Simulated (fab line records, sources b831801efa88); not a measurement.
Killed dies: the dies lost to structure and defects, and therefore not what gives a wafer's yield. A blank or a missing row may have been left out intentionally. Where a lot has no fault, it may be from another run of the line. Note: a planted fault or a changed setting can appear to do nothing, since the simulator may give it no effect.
The tool behind it: which one?    flow sky130    18 wafers from 6 lots sampled at 3 of the route's 708 steps

== WHAT THE GAUGES READ, wafer by wafer ==
SKY_SD_P_CD_MEAS_07 targets a cd of 380 nm.
lot   measured      on        cdNm (nm)
L446  day 26 07:02  cdSem-02  381.7 380.8 379.5
L453  day 28 14:56  cdSem-02  250.9 251.4 250.6 250.6 251.2 251.1
L457  day 30 02:56  cdSem-02  383.3 381.8 382.5
L459  day 31 00:38  cdSem-02  377.3 380.4 380.5
L463  day 32 09:00  cdSem-02  376.4 378.9 377.8
L467  day 33 07:29  cdSem-02  377.6 379.1 378.5

== WHICH TOOL RAN EACH LOT (tool, then ch and the chambers of the sampled wafers, then the start) ==
lot   SKY_GATE_OXIDE_STRIP_13              SKY_SD_P_DEVELOP_06
L446  plasmaAsher-01 ch 0,1, day 14 15:08  lithoTrack-04 ch 0, day 26 06:53
L453  plasmaAsher-03 ch 0,1, day 17 01:46  lithoTrack-04 ch 0, day 28 14:47
L457  plasmaAsher-01 ch 0,1, day 18 09:09  lithoTrack-02 ch 0, day 30 02:47
L459  plasmaAsher-01 ch 0,1, day 19 12:55  lithoTrack-02 ch 0, day 31 00:29
L463  plasmaAsher-03 ch 1, day 20 21:06    lithoTrack-04 ch 0, day 32 08:51
L467  plasmaAsher-02 ch 0,1, day 22 04:20  lithoTrack-02 ch 0, day 33 07:20
- SKY_GATE_OXIDE_STRIP_13: strips in O2/N2.
- SKY_SD_P_DEVELOP_06: develop time 60 s.

== THE ANSWER, worked out from the rows above alone ==
Rule: the lots themselves supply what counts as usual. The widest of any qualifying gaps counts: lots, ordered by their means at a reading, are off when they make up no more than a third of the lots, leave a main group of 4 or more, and stand apart from it by 3 or more times the standard deviation of that group's means. A main group is skipped when, at the precision printed for the reading in the tables above, its means are all equal. Also off: a lot with no number at a reading for which 4 or more lots have one. The other lots that the step has rows for count as sound.
Off, at SKY_SD_P_CD_MEAS_07 on cdNm: L453. Mean 379.7 nm and standard deviation 1.7 in the main group.
A tool fits if, at a process step before that reading, it ran every lot that is off, and no sound lot after the first of them. The gauges at SKY_SD_P_CD_MEAS_07 are tried like those tools. No candidate that was tried fits.

== WHAT HAD BEEN PUT IN BY THE SIMULATOR ==
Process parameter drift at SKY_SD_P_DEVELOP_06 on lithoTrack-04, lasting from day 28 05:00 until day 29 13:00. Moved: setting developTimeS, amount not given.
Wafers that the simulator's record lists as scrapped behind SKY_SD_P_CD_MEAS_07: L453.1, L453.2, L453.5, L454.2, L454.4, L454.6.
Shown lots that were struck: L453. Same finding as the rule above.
